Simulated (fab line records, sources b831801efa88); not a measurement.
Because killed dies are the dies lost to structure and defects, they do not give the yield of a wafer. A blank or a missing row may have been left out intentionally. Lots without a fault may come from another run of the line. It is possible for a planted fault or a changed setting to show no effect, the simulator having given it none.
fab line records	flow sky130
record: lots: 13	wafers: 37	lastDay: 50
route steps=708 shown NWELL@81 VT_ADJUST_LVTN@107 SONOS_TUNNEL@160 SONOS_ONO@185 PAD_OPEN@708
lots that met no fault: from a run of the same line without faults
startH: the number of hours between the record's first day and the start of the first shown wafer of the lot	waitH: how many hours have passed since the lot's step before this one	" identical to the entry in the row above	L1.1+2: one row covering several wafers at once	- either no value or no given start	* or withheld: withheld	< > ~ a bound
route shown NAME@n: a module of which the file shows steps, and the number in the route of the first	usual: mean/standard deviation of fault-free wafers	same: alike in all rows	chamber/n: place in a boat	sites: the reading at each site	_std_site: standard deviation across them	_edge_site: mean of outer sites minus mean of inner sites	radiusMm: how far each site lies from the wafer's centre	mask NAME#n: copy n	behind: the tool/chamber that last shaped the wafer	hold: the reason the lot was held/the length of the hold in hours/how it ended	device: which transistor (n, p or np) failed to switch	end of line: tests of these same wafers at the route's end	a step given without rows: its recipe and nothing more	killed: dies that structure and defects cost at the first sort, which is not the same as the wafer's yield	map: shows each die of a wafer: x if killed, . if not, _ if none is there
set.NAME: the run value of the setting; set.NAME@STEP: its run value at that earlier step	model.NAME: the simulator's own value behind a step, which no gauge read
route steps across a sampled set of lots; one table per step, one row per wafer
services: from which hour (startH, from the record's first day; less than 0 if before it) a tool's chamber was out of use, for how many hours, and why
== steps ==
step: SKY_NWELL_RTA_28
recipe: tempC: 1050	timeS: 30	idleTempC: 650	rampUpCPerS: 150	rampDownCPerS: 90	ambient: N2
usual: lampPowerPct: 25.31/0.054	rampDownCPerS: 90.001/0.015	wafer_temp_C_max: 1054.9/0.86
lot.wafer	tool	chamber	startH	waitH	lampPowerPct	rampDownCPerS	wafer_temp_C_max
L515.2	rtpAnneal-01	0	104.66	0.0	25.27	90.011	1054.6
L515.4	"	0	"	"	25.30	89.988	1053.5
L515.6	"	0	"	"	25.28	90.025	1054.4
L516.1	rtpAnneal-02	0	113.79	0.0	25.34	90.017	1054.9
L516.3	"	0	"	"	25.28	90.000	1054.4
L516.5	"	0	"	"	25.29	89.997	1054.0
L517.1	rtpAnneal-02	0	122.45	0.0	25.27	90.010	1055.1
L517.5	"	0	"	"	25.30	90.020	1055.4
L517.6	"	0	"	"	25.44	90.019	1054.7
L523.3	rtpAnneal-02	0	155.32	0.0	25.32	89.994	1055.6
L523.5	"	0	"	"	25.23	90.001	1053.7
L524.4	rtpAnneal-01	0	161.75	0.1	25.36	89.985	1055.0
L524.5	"	0	"	"	25.44	89.981	1053.7
L526.1	rtpAnneal-02	0	176.49	0.0	25.38	90.006	1054.8
L526.3	"	0	"	"	25.34	89.991	1053.5
L526.5	"	0	"	"	25.26	90.027	1054.3
L531.2	rtpAnneal-01	0	201.86	0.0	25.37	89.991	1054.7
L531.3	"	0	"	"	25.28	90.001	1055.2
L531.4	"	0	"	"	25.31	89.990	1055.3
L532.1	rtpAnneal-01	0	211.29	0.0	25.33	90.001	1054.7
L532.5	"	0	"	"	25.40	89.990	1056.5
L532.6	"	0	"	"	25.33	90.000	1054.5
L534.4	rtpAnneal-02	0	220.39	0.1	25.30	89.999	1056.1
L534.5	"	0	"	"	25.40	90.019	1056.2
L534.6	"	0	"	"	25.23	89.993	1053.8
L535.1	rtpAnneal-01	0	228.54	0.0	25.31	90.013	1056.1
L535.5	"	0	"	"	25.23	90.017	1055.4
L535.6	"	0	"	"	25.23	89.997	1055.0
L536.2	rtpAnneal-01	0	234.01	0.0	25.28	89.973	1054.1
L536.4	"	0	"	"	25.30	89.985	1054.4
L536.5	"	0	"	"	25.38	90.003	1053.4
L537.1	rtpAnneal-02	0	238.29	0.0	25.26	90.005	1054.6
L537.2	"	0	"	"	25.29	90.009	1054.7
L537.3	"	0	"	"	25.33	90.022	1054.7
L538.1	rtpAnneal-01	0	244.39	0.0	25.33	90.015	1056.7
L538.4	"	0	"	"	25.44	90.011	1056.4
L538.6	"	0	"	"	25.34	89.992	1055.3
step: SKY_VT_ADJUST_LVTN_TW_MEAS_10
usual: VT_ADJUST_LVTN_TW: 242.2/1.3
lot.wafer	tool	chamber	startH	waitH	VT_ADJUST_LVTN_TW
L515.2	filmMetro-02	-	143.85	0.1	239.5
L515.4	"	-	"	"	240.0
L515.6	"	-	"	"	239.9
L516.1	filmMetro-04	-	154.44	0.1	242.9
L516.3	"	-	"	"	241.8
L516.5	"	-	"	"	241.8
L517.1	filmMetro-04	-	162.93	0.1	240.4
L517.5	"	-	"	"	240.7
L517.6	"	-	"	"	241.9
L523.3	filmMetro-01	-	198.90	0.1	243.4
L523.5	"	-	"	"	241.9
L524.4	filmMetro-01	-	205.66	0.1	243.1
L524.5	"	-	"	"	243.1
L526.1	filmMetro-04	-	221.18	0.1	242.7
L526.3	"	-	"	"	243.1
L526.5	"	-	"	"	242.6
L531.2	filmMetro-04	-	249.29	0.1	243.1
L531.3	"	-	"	"	244.2
L531.4	"	-	"	"	243.1
L532.1	filmMetro-04	-	258.24	0.1	243.7
L532.5	"	-	"	"	243.8
L532.6	"	-	"	"	243.0
L534.4	filmMetro-04	-	267.06	0.1	240.5
L534.5	"	-	"	"	242.5
L534.6	"	-	"	"	242.9
L535.1	filmMetro-02	-	275.89	0.1	244.1
L535.5	"	-	"	"	242.6
L535.6	"	-	"	"	242.7
L536.2	filmMetro-01	-	281.45	0.1	244.8
L536.4	"	-	"	"	244.9
L536.5	"	-	"	"	244.6
L537.1	filmMetro-02	-	287.09	0.1	242.2
L537.2	"	-	"	"	242.1
L537.3	"	-	"	"	243.8
L538.1	filmMetro-02	-	293.08	0.1	244.1
L538.4	"	-	"	"	245.1
L538.6	"	-	"	"	243.9
step: SKY_SONOS_TUNNEL_DEVELOP_06
recipe: resist: NOVOLAK	developer: TMAH	developTimeS: 60	devTempC: 23
lot.wafer	tool	chamber	startH	waitH
L515.2+4+6	lithoTrack-02	0	255.13	0.1
L516.1+3+5	lithoTrack-01	0	265.29	0.1
L517.1+5+6	lithoTrack-03	0	276.65	0.1
L523.3+5	lithoTrack-02	0	318.31	0.1
L524.4+5	lithoTrack-02	0	326.88	0.1
L526.1+3+5	lithoTrack-02	0	345.31	0.1
L531.2+3+4	lithoTrack-01	0	377.27	0.1
L532.1+5+6	lithoTrack-01	0	389.49	0.1
L534.4+5+6	lithoTrack-01	0	399.77	0.1
L535.1+5+6	lithoTrack-02	0	410.26	0.1
L536.2+4+5	lithoTrack-02	0	418.93	0.1
L537.1+2+3	lithoTrack-03	0	423.15	0.1
L538.1+4+6	lithoTrack-01	0	432.99	0.1
step: SKY_SONOS_TUNNEL_TW_MEAS_12
usual: SONOS_TUNNEL_TW: 199.3/1.6
lot.wafer	tool	chamber	startH	waitH	SONOS_TUNNEL_TW
L515.2	filmMetro-01	-	255.83	0.0	200.6
L515.4	"	-	"	"	202.3
L515.6	"	-	"	"	202.3
L516.1	filmMetro-02	-	266.03	0.0	198.0
L516.3	"	-	"	"	198.5
L516.5	"	-	"	"	195.8
L517.1	filmMetro-01	-	277.37	0.0	201.1
L517.5	"	-	"	"	200.0
L517.6	"	-	"	"	200.9
L523.3	filmMetro-02	-	318.99	0.0	30.1
L523.5	"	-	"	"	29.9
L524.4	filmMetro-04	-	327.55	0.0	199.5
L524.5	"	-	"	"	30.3
L526.1	filmMetro-02	-	346.03	0.0	197.0
L526.3	"	-	"	"	30.0
L526.5	"	-	"	"	29.8
L531.2	filmMetro-01	-	377.99	0.0	200.8
L531.3	"	-	"	"	200.1
L531.4	"	-	"	"	200.2
L532.1	filmMetro-04	-	390.25	0.0	197.7
L532.5	"	-	"	"	197.5
L532.6	"	-	"	"	197.6
L534.4	filmMetro-04	-	400.44	0.0	197.1
L534.5	"	-	"	"	197.0
L534.6	"	-	"	"	197.6
L535.1	filmMetro-04	-	411.00	0.0	197.7
L535.5	"	-	"	"	198.7
L535.6	"	-	"	"	198.5
L536.2	filmMetro-01	-	419.68	0.0	200.8
L536.4	"	-	"	"	200.4
L536.5	"	-	"	"	202.1
L537.1	filmMetro-01	-	423.91	0.0	200.7
L537.2	"	-	"	"	199.9
L537.3	"	-	"	"	199.4
L538.1	filmMetro-02	-	433.72	0.0	198.3
L538.4	"	-	"	"	197.1
L538.6	"	-	"	"	197.0
step: SKY_SONOS_ONO_STRIP_17
recipe: chemistry: O2/N2	powerW: 1400	pressureMtorr: 1500	platenTempC: withheld	o2FlowSccm: 3000	n2FlowSccm: 300	overashFraction: 0.5
usual: drypumpMotorCurrentA: 5.9/0.47	oesProductAu: 0.710/0.0045	stripTimeToEndpointS: 14.09/0.039
same: overashFraction: 0.5
lot.wafer	tool	chamber	startH	waitH	drypumpMotorCurrentA	oesProductAu	rfHoursCounterH	stripTimeToEndpointS
L515.2	plasmaAsher-01	1	287.48	0.0	5.4	0.717	17	14.09
L515.4	"	0	"	"	5.5	0.713	-	14.09
L515.6	"	0	"	"	5.5	0.706	-	14.08
L516.1	plasmaAsher-02	1	296.91	0.0	6.4	0.715	61	14.03
L516.3	"	1	"	"	6.4	0.711	-	14.08
L516.5	"	0	"	"	6.3	0.710	-	14.09
L517.1	plasmaAsher-04	0	307.32	0.0	5.1	0.711	48	14.07
L517.5	"	0	"	"	5.1	0.711	-	14.08
L517.6	"	1	"	"	5.7	0.706	-	14.06
L524.4	plasmaAsher-02	0	363.60	0.0	6.2	0.706	-	14.13
L526.1	plasmaAsher-02	1	382.06	0.0	6.5	0.707	69	14.06
L531.2	plasmaAsher-02	0	413.76	0.0	6.2	0.708	73	14.06
L531.3	"	1	"	"	6.4	0.710	-	14.05
L531.4	"	0	"	"	6.2	0.715	-	14.11
L532.1	plasmaAsher-01	0	425.86	0.0	5.5	0.716	31	14.08
L532.5	"	1	"	"	5.4	0.712	-	14.05
L532.6	"	0	"	"	5.5	0.711	-	14.03
L534.4	plasmaAsher-04	1	437.79	0.0	5.7	0.712	-	14.08
L534.5	"	0	"	"	5.1	0.710	-	14.08
L534.6	"	1	"	"	5.7	0.707	-	14.06
L535.1	plasmaAsher-04	1	447.57	0.0	5.7	0.714	61	14.07
L535.5	"	0	"	"	5.1	0.712	-	14.09
L535.6	"	1	"	"	5.6	0.709	-	14.08
L536.2	plasmaAsher-01	0	457.05	0.0	5.5	0.705	34	14.13
L536.4	"	1	"	"	5.4	0.708	-	14.13
L536.5	"	1	"	"	5.4	0.708	-	14.12
L537.1	plasmaAsher-02	0	461.46	0.0	6.3	0.705	77	14.11
L537.2	"	1	"	"	6.5	0.713	77	14.09
L537.3	"	0	"	"	6.3	0.709	-	14.07
L538.1	plasmaAsher-02	1	470.06	0.0	6.4	0.711	79	14.04
L538.4	"	0	"	"	6.3	0.718	-	14.07
L538.6	"	0	"	"	6.3	0.701	-	14.09
step: SKY_PAD_OPEN_PROBE_99
usual: killed_at_M0_to_M3: 45/6.9	killed_at_M4_up: 3.1/1.7	killedAtContacts: 24/5.7	killedAtFrontEnd: 15/4.6	killedAtOther: 0.3/0.57	killedDies: 87/10	killedOnRim: 17/3.9	killedOpen: 48/7.4	killedShort: 39/6.7
same: grossDies: 492	killedAtBackSide: 0
lot.wafer	tool	chamber	startH	waitH	killed_at_M0_to_M3	killed_at_M4_up	killedAtContacts	killedAtFrontEnd	killedAtOther	killedDies	killedOnRim	killedOpen	killedShort
L523.3	prober-01	-	1134.17	0.2	41	4	37	410	0	492	96	52	45
L523.5	prober-01	-	1134.27	0.2	33	6	18	434	1	492	96	33	43
L524.4	prober-02	-	1140.00	0.2	38	3	23	10	1	75	13	43	32
L524.5	prober-02	-	1140.05	0.2	34	5	25	428	0	492	96	44	35
L526.1	prober-02	-	1153.16	0.1	32	2	17	28	0	79	9	46	33
L526.3	prober-02	-	1153.26	0.2	44	3	20	425	0	492	96	56	37
L526.5	prober-02	-	1153.36	0.2	33	4	21	434	0	492	96	37	36
killed by level:class
L523.3 SONOS_TUNNEL:areaDevelop=395 CONTACT:geometricParticle:open=15 METAL2:geometricParticle:short=9 LI_CONTACT:geometricParticle:open=8 CONTACT:geometricParticle:short=6 VIA2:geometricParticle:open=6 FIELD_ISO:geometricParticle:open=5 METAL1:geometricParticle:short=5
L523.5 SONOS_TUNNEL:areaDevelop=416 CONTACT:geometricParticle:open=7 METAL1:geometricParticle:short=7 VIA1:geometricParticle:open=5 METAL4:geometricParticle:short=5 FIELD_ISO:geometricParticle:short=4 FIELD_ISO:geometricParticle:open=4 VIA2:geometricParticle:open=4
L524.4 CONTACT:geometricParticle:open=14 METAL1:geometricParticle:short=7 VIA2:geometricParticle:open=6 VIA1:geometricParticle:open=5 VIA3:geometricParticle:open=4 FIELD_ISO:geometricParticle:open=3 POLY_GATE:geometricParticle:short=3 LOCAL_INTERCONNECT:geometricParticle:short=3
L524.5 SONOS_TUNNEL:areaDevelop=413 FIELD_ISO:geometricParticle:open=7 LI_CONTACT:geometricParticle:open=7 VIA1:geometricParticle:open=6 CONTACT:geometricParticle:open=6 METAL2:geometricParticle:short=6 VIA1:geometricParticle:short=5 VIA2:geometricParticle:open=5
L526.1 POLY_GATE:geometricParticle:open=10 POLY_GATE:geometricParticle:short=8 VIA1:geometricParticle:open=8 FIELD_ISO:geometricParticle:open=5 METAL1:geometricParticle:short=5 FIELD_ISO:geometricParticle:short=4 LI_CONTACT:geometricParticle:open=4 CONTACT:geometricParticle:open=4
L526.3 SONOS_TUNNEL:areaDevelop=399 VIA2:geometricParticle:open=11 CONTACT:geometricParticle:open=10 VIA1:geometricParticle:open=8 POLY_GATE:geometricParticle:open=7 VIA3:geometricParticle:open=6 METAL2:geometricParticle:short=5 VIA3:geometricParticle:short=5
L526.5 SONOS_TUNNEL:areaDevelop=419 CONTACT:geometricParticle:open=9 VIA2:geometricParticle:open=8 LI_CONTACT:geometricParticle:open=6 VIA1:geometricParticle:short=5 VIA1:geometricParticle:open=5 FIELD_ISO:geometricParticle:short=4 LOCAL_INTERCONNECT:geometricParticle:short=4
== services ==
tool	chamber	startH	hours	kind
plasmaAsher-02	-	81.40	15.6	pm
plasmaAsher-01	-	108.75	9.0	pm
plasmaAsher-01	0	108.75	9.0	ventCycle
plasmaAsher-01	1	108.75	9.0	ventCycle
plasmaAsher-01	0	117.75	-	clean
plasmaAsher-01	1	117.75	-	clean
plasmaAsher-01	-	119.02	2.1	repair
plasmaAsher-04	-	119.09	2.5	repair
rtpAnneal-02	-	128.38	9.5	pm
plasmaAsher-04	-	158.07	13.2	repair
plasmaAsher-01	-	158.55	2.8	pm
plasmaAsher-02	-	176.10	2.6	repair
plasmaAsher-02	-	234.23	2.8	pm
plasmaAsher-04	-	272.96	14.6	pm
plasmaAsher-02	-	277.22	1.8	repair
rtpAnneal-01	-	310.68	6.9	pm
plasmaAsher-01	-	349.76	0.4	repair
plasmaAsher-04	-	393.46	4.5	repair
plasmaAsher-04	-	459.72	28.1	pm
== key ==
firstSign: step: SKY_SONOS_TUNNEL_TW_MEAS_12	reading: SONOS_TUNNEL_TW	direction: down	sigmas: 99+	usual: 199.3	struck: 30.0
effect: step: SKY_PAD_OPEN_PROBE_99	reading: killedAtFrontEnd	direction: up	sigmas: 89	usual: 15	struck: 426
moreKillsBornAt: SKY_SONOS_TUNNEL_DEVELOP_06@lithoTrack-02: 2042
metAt SKY_SONOS_TUNNEL_DEVELOP_06
struckLots L523,L524,L526
struckWafers L523.3,L523.5,L524.5,L526.3,L526.5
laterRowsLeftOut L523.3,L523.5,L524.5,L526.3,L526.5
testerLeftOut L523,L524,L526
notActingAt SKY_NWELL_RTA_28,SKY_VT_ADJUST_LVTN_TW_MEAS_10,SKY_SONOS_ONO_STRIP_17
onsetBetween 255.13 318.31
fault: kind: processParameterDrift	tool: lithoTrack-02	chamber: -	onsetH: 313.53	steps: SKY_SONOS_TUNNEL_DEVELOP_06	channel: developTimeS	offset: *	shape: step	endH: 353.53	scope: struckWafersOnly	actsIn: *	stated: *
testerLeftOut: of these lots the tester's yield and bins aren't shown, on N5 and GAA mostly nor the transistor test; their killed dies are dies lost to structure and defects alone, not to doping, threshold or leakage, so they don't give the yield
laterRowsLeftOut: the simulator's readings of these wafers behind a module that went badly wrong aren't trusted and aren't shown, but for the sort
